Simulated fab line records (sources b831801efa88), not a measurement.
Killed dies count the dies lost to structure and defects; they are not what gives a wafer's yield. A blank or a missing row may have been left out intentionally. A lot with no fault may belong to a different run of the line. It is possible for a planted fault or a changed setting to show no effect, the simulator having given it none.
8D (eight disciplines) problem report, filled in by code ; flow sky130 ; the parts of the form that need people (team, actions taken, sign-off) are left out

1. THE ISSUE
Mean VIA3_HDPCVD_THK at SKY_VIA3_THK_MEAS_01: 1288 nm over 6 wafers in 2 lots; fault-free wafers: 1635 nm, standard deviation 17. That puts it -20 standard deviations away from the usual mean.
Seen first at day 42 13:26 on filmMetro-04, wafer L728.1. At this step, 33 wafers from 11 lots have a number in the record. The rule behind "out" and "out of limits": a value lying over 4 standard deviations away from the usual mean. The other wafers with a number count as sound.

2. WHAT THIS IS AND IS NOT
question;is;is not
which readings at this step;VIA3_HDPCVD_THK;-
which lots;L728, L730;L719, L720, L721, L723, L731, L733, L735, L737, L741
which wafers of those lots;all that have a number;-
read on which gauges;filmMetro-03, filmMetro-04;filmMetro-02
when;from day 42 13:26;"up to then (12 sound wafers); but 15 sound wafers of L731, L733, L735, L737, L741 came after"

3. THE SUSPECTS, EACH WITH WHAT RULES IT OUT
Counting: a tool at a process step up to the reading stays a suspect if it ran every lot that is out and no sound lot after the first of them.
- ruled out: the gauge at SKY_VIA3_THK_MEAS_01. The wafers that are out were read on 2 gauges (filmMetro-03, filmMetro-04).
- hdpcvd-01 at SKY_VIA3_HDPCVD_00 (deposits SiO2, target thk 1635 nm, time 272.5 s): kept. Every lot that is out went through it, starting with L728 (day 42 13:17), and after that it ran no sound lot; the last sound lot it ran before then is L721 (day 39 17:24). Its own sih4FlowSccm readings are out on those wafers.
After counting, what remains is hdpcvd-01 at SKY_VIA3_HDPCVD_00.

4. THE CAUSE (what the simulator had put in)
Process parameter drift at SKY_VIA3_HDPCVD_00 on hdpcvd-01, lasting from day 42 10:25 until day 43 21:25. Setting sih4FlowSccm shifted by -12 from 60. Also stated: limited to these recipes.
Only this tool survived the counting.

5. SEQUENCE OF EFFECTS, ordered by route
Rows list readings where the struck wafers' mean (over those with a number) sits beyond 3 standard deviations from the usual. Only readings for which the record gives a usual standard deviation are gone through. hours: the time from each lot's start at the first step in this table that gives one to its start at this step, as a median over the lots. sigmas: the change in usual standard deviations.
hours;step;reading;usual;on struck wafers;change;sigmas
0;SKY_VIA3_HDPCVD_00;sih4FlowSccm;60.00 sccm;47.98;-12.02;-63
0;SKY_VIA3_THK_MEAS_01;VIA3_HDPCVD_THK;1635 nm;1288;-346;-20
It contains these process steps:
- SKY_VIA3_HDPCVD_00: deposits SiO2, target thk 1635 nm, time 272.5 s.

6. HOW IT WOULD HAVE BEEN CAUGHT EARLIER
3 hours passed between the start of the fault at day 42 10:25 and the first reading out of limits at a measuring or inspecting step in this record, taken at day 42 13:26.
At SKY_VIA3_HDPCVD_00, the tool's own readings (sih4FlowSccm) were out on each struck wafer the step has a row for, so an alarm limit on them would have fired on the first such wafer.
L730, from the lots that are out (2), started SKY_VIA3_HDPCVD_00 on hdpcvd-01 later than day 42 13:26. Putting the tool on hold at that point would have spared it.
